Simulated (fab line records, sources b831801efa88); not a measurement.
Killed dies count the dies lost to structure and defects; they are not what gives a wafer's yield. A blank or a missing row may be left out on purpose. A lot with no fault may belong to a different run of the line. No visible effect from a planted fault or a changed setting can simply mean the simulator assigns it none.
Which tool was responsible? :: flow gf180mcu :: 14 lots with 42 wafers sampled at 2 steps, on a route of 602 steps

WHAT THE GAUGES READ, wafer by wafer
GF_SALICIDE_RS_MEAS_04: uses a four-point probe to measure. Usual: SALICIDE_TIN_RS 16.4 ohm/sq, standard deviation 0.44.
lot: L860
measured: day 16 06:11
on: film-metro-04
SALICIDE_TIN_RS (ohm/sq): 16.0 15.9 16.0
flag: 

lot: L861
measured: day 16 11:54
on: film-metro-03
SALICIDE_TIN_RS (ohm/sq): 16.3 16.4 16.5
flag: 

lot: L862
measured: day 17 08:38
on: film-metro-04
SALICIDE_TIN_RS (ohm/sq): 17.3 16.9 17.0
flag: 

lot: L863
measured: day 17 17:52
on: film-metro-02
SALICIDE_TIN_RS (ohm/sq): 17.1 16.8 17.2
flag: 

lot: L864
measured: day 17 20:18
on: film-metro-03
SALICIDE_TIN_RS (ohm/sq): 16.0 15.8 15.6
flag: 

lot: L865
measured: day 17 23:11
on: film-metro-04
SALICIDE_TIN_RS (ohm/sq): 16.1 15.9 15.9
flag: 

lot: L866
measured: day 18 11:56
on: film-metro-04
SALICIDE_TIN_RS (ohm/sq): 16.1 16.1 15.9
flag: 

lot: L867
measured: day 19 07:38
on: film-metro-04
SALICIDE_TIN_RS (ohm/sq): 17.0 16.9 17.0
flag: 

lot: L868
measured: day 19 15:56
on: film-metro-02
SALICIDE_TIN_RS (ohm/sq): 16.5 16.5 16.4
flag: 

lot: L874
measured: day 21 21:35
on: film-metro-02
SALICIDE_TIN_RS (ohm/sq): 16.6 16.9 16.5
flag: 

lot: L877
measured: day 22 14:44
on: film-metro-02
SALICIDE_TIN_RS (ohm/sq): 17.2 17.0 17.1
flag: 

lot: L878
measured: day 22 20:08
on: film-metro-03
SALICIDE_TIN_RS (ohm/sq): 15.9 15.7 15.9
flag: 

lot: L879
measured: day 22 22:53
on: film-metro-02
SALICIDE_TIN_RS (ohm/sq): 16.5 16.8 16.6
flag: 

lot: L880
measured: day 23 09:44
on: film-metro-02
SALICIDE_TIN_RS (ohm/sq): 16.4 16.0 16.5
flag: 

TOOL THAT RAN EACH LOT (tool first, then ch and the chambers of the sampled wafers, then the start)
lot: L860
GF_POLY_GATE_ETCH_13: rie-si-02 ch 1,2,3, day 10 01:53

lot: L861
GF_POLY_GATE_ETCH_13: rie-si-02 ch 0,1,3, day 10 07:19

lot: L862
GF_POLY_GATE_ETCH_13: rie-si-02 ch 1,2, day 10 21:52

lot: L863
GF_POLY_GATE_ETCH_13: rie-si-01 ch 1,3, day 11 08:02

lot: L864
GF_POLY_GATE_ETCH_13: rie-si-02 ch 0,2,3, day 11 10:16

lot: L865
GF_POLY_GATE_ETCH_13: rie-si-01 ch 0,1, day 11 11:34

lot: L866
GF_POLY_GATE_ETCH_13: rie-si-02 ch 0,1,3, day 11 22:07

lot: L867
GF_POLY_GATE_ETCH_13: rie-si-02 ch 0,1,3, day 12 11:05

lot: L868
GF_POLY_GATE_ETCH_13: rie-si-02 ch 1,3, day 12 15:47

lot: L874
GF_POLY_GATE_ETCH_13: rie-si-01 ch 0,2, day 14 16:35

lot: L877
GF_POLY_GATE_ETCH_13: rie-si-02 ch 0,1, day 15 10:35

lot: L878
GF_POLY_GATE_ETCH_13: rie-si-01 ch 2,3, day 15 13:05

lot: L879
GF_POLY_GATE_ETCH_13: rie-si-01 ch 0,1,2, day 15 18:38

lot: L880
GF_POLY_GATE_ETCH_13: rie-si-01 ch 0,1,3, day 16 05:15
- GF_POLY_GATE_ETCH_13: etches poly-Si in HBr/Cl2, stops on SiO2, target depth 198.5 nm, time 69.6 s.

WHAT THE TOOLS THEMSELVES READ (means of the sampled wafers that have a number; where no wafer has one, the mark that the record gives instead)
GF_POLY_GATE_ETCH_13. Usual: drypump-motor-current-A 5.5 A, standard deviation 0.4; oes-product-au 0.989 a.u., standard deviation 0.0073; run-length-s 97.8 s, standard deviation 0.38; throttle-valve-pct 33.684 %, standard deviation 0.0089.
lot: L860
tool: rie-si-02
drypump-motor-current-A (A): 5.5
oes-product-au (a.u.): 0.999
run-length-s (s): 98.0
throttle-valve-pct (%): 33.681
flag: 

lot: L861
tool: rie-si-02
drypump-motor-current-A (A): 5.8
oes-product-au (a.u.): 0.996
run-length-s (s): 97.9
throttle-valve-pct (%): 33.676
flag: 

lot: L862
tool: rie-si-02
drypump-motor-current-A (A): 5.4
oes-product-au (a.u.): 0.996
run-length-s (s): 97.8
throttle-valve-pct (%): 33.683
flag: 

lot: L863
tool: rie-si-01
drypump-motor-current-A (A): 5.3
oes-product-au (a.u.): 0.986
run-length-s (s): 97.9
throttle-valve-pct (%): 33.687
flag: 

lot: L864
tool: rie-si-02
drypump-motor-current-A (A): 5.7
oes-product-au (a.u.): 0.983
run-length-s (s): 97.6
throttle-valve-pct (%): 33.683
flag: 

lot: L865
tool: rie-si-01
drypump-motor-current-A (A): 5.3
oes-product-au (a.u.): 0.994
run-length-s (s): 97.5
throttle-valve-pct (%): 33.687
flag: 

lot: L866
tool: rie-si-02
drypump-motor-current-A (A): 5.9
oes-product-au (a.u.): 0.999
run-length-s (s): 80.7
throttle-valve-pct (%): 33.683
flag: OFF

lot: L867
tool: rie-si-02
drypump-motor-current-A (A): 5.9
oes-product-au (a.u.): 0.992
run-length-s (s): 80.8
throttle-valve-pct (%): 33.678
flag: OFF

lot: L868
tool: rie-si-02
drypump-motor-current-A (A): 5.6
oes-product-au (a.u.): 1.001
run-length-s (s): 81.1
throttle-valve-pct (%): 33.678
flag: OFF

lot: L874
tool: rie-si-01
drypump-motor-current-A (A): 5.3
oes-product-au (a.u.): 0.987
run-length-s (s): 98.0
throttle-valve-pct (%): 33.678
flag: 

lot: L877
tool: rie-si-02
drypump-motor-current-A (A): 6.1
oes-product-au (a.u.): 0.989
run-length-s (s): 97.5
throttle-valve-pct (%): 33.684
flag: 

lot: L878
tool: rie-si-01
drypump-motor-current-A (A): 5.2
oes-product-au (a.u.): 0.979
run-length-s (s): 98.1
throttle-valve-pct (%): 33.689
flag: 

lot: L879
tool: rie-si-01
drypump-motor-current-A (A): 5.3
oes-product-au (a.u.): 0.990
run-length-s (s): 97.8
throttle-valve-pct (%): 33.681
flag: 

lot: L880
tool: rie-si-01
drypump-motor-current-A (A): 5.3
oes-product-au (a.u.): 0.983
run-length-s (s): 97.6
throttle-valve-pct (%): 33.690
flag: 

THE ANSWER, worked out from the rows above alone
Rule: take the mean of a lot's wafers that have a number; if it is more than 3 standard deviations from the usual mean, the lot is off. Also off: a lot with no number at a reading for which 4 or more lots have one. Where the step has rows for the other lots, those lots are counted as sound. First the gauges in route order, then the tools' own readings, where a lot's mean is used as printed above. At the first step where some lot is off, the reading lying furthest off is the one used; lots without a number count as furthest.
Off: L866, L867, L868 (GF_POLY_GATE_ETCH_13, run-length-s).
A tool fits if, at that step or a process step before it, it ran every lot that is off, and no sound lot after the first of them. None of those tried fits.

WHAT THE SIMULATOR HAD INSERTED
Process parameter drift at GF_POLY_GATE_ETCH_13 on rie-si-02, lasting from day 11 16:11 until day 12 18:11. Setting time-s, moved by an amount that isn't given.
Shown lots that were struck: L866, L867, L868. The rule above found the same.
